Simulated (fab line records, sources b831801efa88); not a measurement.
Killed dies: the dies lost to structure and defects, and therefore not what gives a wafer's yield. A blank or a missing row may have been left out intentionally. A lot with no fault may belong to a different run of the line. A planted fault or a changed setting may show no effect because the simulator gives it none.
Struck lot and sound lot, side by side / flow gf180mcu / 31 steps out of a route of 602
Sound: these wafers, L447.1, L447.2, L447.6. Wafers struck: L439.3, L439.5, L439.6. The cause comes at the end.
At each step with rows: each side's tool, then ch and its chambers, then its first start. Under that, the readings that differ: sound wafers / struck wafers / difference of the means / sigmas: that difference in standard deviations of wafers without a fault.
alike: words and numbers the same on both sides, and readings whose means are apart by under 2 such deviations; not compared: readings that were withheld, readings missing a value for some wafer, numbers with overlapping values and no deviation given by the record, and bounds like >300 which may hide the same value.
A row with sigmas, a row that says differs or no value, or rows on one side alone: a step with any of these is where the two part. When numbers do not overlap yet have no deviation, they are printed without sigmas and do not part them. Lack of a reading on every wafer of one side parts them only where that side has two or more wafers.

first, 1 step without rows for these wafers: GF_HV_LDD_CVD_56 (deposits Si3N4 from DCS/NH3, target thk 90 nm, time 1543 s).
GF_HV_LDD_THK_MEAS_57:
  sound on filmMetro-04 at day 17 05:52; struck on filmMetro-04 at day 14 20:09
  alike: HV_LDD_CVD_56_THK
GF_HV_LDD_ETCHBACK_58: etches Si3N4 in CH3F/O2, stops on SiO2, time 100 s, target depth 90 nm.
  sound on rieDiel-01 ch 1,2, day 17 05:56; struck on rieDiel-01 ch 0,1,3, day 14 20:11
  alike: chamberPressureMTorr, drypumpMotorCurrentA, oesProductAu, throttleValvePct
  not compared: rfHoursCounterH
then, 7 steps without rows for these wafers: GF_NSD_DEHYDRATE_00 (time 60 s); GF_NSD_HMDS_01 (prime time 60 s); GF_NSD_COAT_02 (resist thk 1000 nm); GF_NSD_SOFTBAKE_03 (time 60 s); GF_NSD_EXPOSE_04 (exposes mask Nplus, target cd 400 nm); GF_NSD_PEB_05; GF_NSD_DEVELOP_06 (develop time 58.66 s).
GF_NSD_CD_MEAS_07: target cd 400 nm.
  sound on cdSem-01 at day 18 05:35; struck on cdSem-01 at day 15 18:14
  alike: cdNm
GF_NSD_OVL_MEAS_08:
  sound on overlay-01 at day 18 05:43; struck on overlay-02 at day 15 18:19
  alike: NSD_OVL
GF_NSD_IMPLANT_09:
  sound on implanter-02 ch 0, day 18 05:44; struck on implanter-01 ch 0, day 15 18:23
reading=beamEnergyKeV; sound=60.020 60.023 60.011; struck=38.410 38.418 38.445; difference=-21.594; sigmas=-99 or more
reading=model.implant.rpNm (nm); sound=38.89 38.89 38.89; struck=25.84 25.84 25.84; difference=-13.05; sigmas=
reading=model.implant.drpNm (nm); sound=16.15 16.15 16.15; struck=11.57 11.57 11.57; difference=-4.58; sigmas=
after that, 1 step had no rows for these wafers: GF_NSD_IMPLANT_10.
GF_NSD_STRIP_11: strips in O2/N2.
  sound on plasmaAsher-04 ch 0,1, day 18 06:02; struck on plasmaAsher-04 ch 0,1, day 15 18:41
reading=oesProductAu (a.u.); sound=0.480 0.499 0.489; struck=0.526 0.527 0.520; difference=+0.035; sigmas=+7
reading=stripTimeToEndpointS (s); sound=23.11 23.07 23.10; struck=20.24 20.24 20.23; difference=-2.86; sigmas=-75
  alike: chamberPressureMTorr, drypumpMotorCurrentA, heaterPowerW, n2FlowSccm
  not compared: rfHoursCounterH
GF_NSD_TW_MEAS_12:
  sound on filmMetro-02 at day 18 06:08; struck on filmMetro-01 at day 15 18:59
reading=NSD_TW; sound=4192 4190 4154; struck=3991 3974 3987; difference=-195; sigmas=-4
  not compared: hold
then, 6 steps without rows for these wafers: GF_PSD_HMDS_01 (prime time 60 s); GF_PSD_COAT_02 (resist thk 1000 nm); GF_PSD_SOFTBAKE_03 (time 60 s); GF_PSD_EXPOSE_04 (exposes mask Pplus, target cd 400 nm); GF_PSD_PEB_05; GF_PSD_DEVELOP_06 (develop time 60 s).
GF_PSD_CD_MEAS_07: target cd 400 nm.
  sound on cdSem-02 at day 19 06:50; struck on cdSem-02 at day 16 17:04
  alike: cdNm
GF_PSD_OVL_MEAS_08:
  sound on overlay-01 at day 19 06:58; struck on overlay-02 at day 16 17:10
reading=PSD_OVL (nm); sound=-1.1 -1.0 0.4; struck=3.4 2.6 1.9; difference=+3.2; sigmas=+3
after that, 1 step had no rows for these wafers: GF_PSD_IMPLANT_09.
GF_PSD_STRIP_10: strips in O2/N2.
  sound on plasmaAsher-03 ch 0,1, day 19 07:08; struck on plasmaAsher-03 ch 0,1, day 16 17:22
reading=stripTimeToEndpointS (s); sound=16.47 16.48 16.51; struck=16.55 16.61 16.58; difference=+0.09; sigmas=+2
  alike: chamberPressureMTorr, drypumpMotorCurrentA, heaterPowerW, n2FlowSccm, oesProductAu
  not compared: rfHoursCounterH
GF_PSD_TW_MEAS_11:
  sound on filmMetro-01 at day 19 07:14; struck on filmMetro-01 at day 16 17:28
  alike: PSD_TW
then, 1 step without rows for these wafers: GF_PSD_CLEAN_12 (cleans in SC1/SC2, time 150 s).
GF_PSD_RTA_13: time 20 s.
  sound on rtpAnneal-02 ch 0, day 19 07:21; struck on rtpAnneal-02 ch 0, day 16 17:34
  alike: lampPowerPct, wafer_temp_C_max
GF_PSD_RS_MEAS_14: measures by four-point-probe.
  sound on filmMetro-02 at day 19 07:26; struck on filmMetro-03 at day 16 17:58
reading=NSD_RS (ohm/sq); sound=46.13 46.13 46.14; struck=52.49 52.63 52.55; difference=+6.42; sigmas=+80
  not compared: hold
after that, 1 step had no rows for these wafers: GF_PASSIVATION_PROBE_99.

## WHERE THEY PART
Earliest at GF_NSD_IMPLANT_09; latest, in this record, at GF_PSD_RS_MEAS_14.

WHY: what had been put in by the simulator
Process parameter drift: implanter-01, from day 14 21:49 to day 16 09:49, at GF_NSD_IMPLANT_09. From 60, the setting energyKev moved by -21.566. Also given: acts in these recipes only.
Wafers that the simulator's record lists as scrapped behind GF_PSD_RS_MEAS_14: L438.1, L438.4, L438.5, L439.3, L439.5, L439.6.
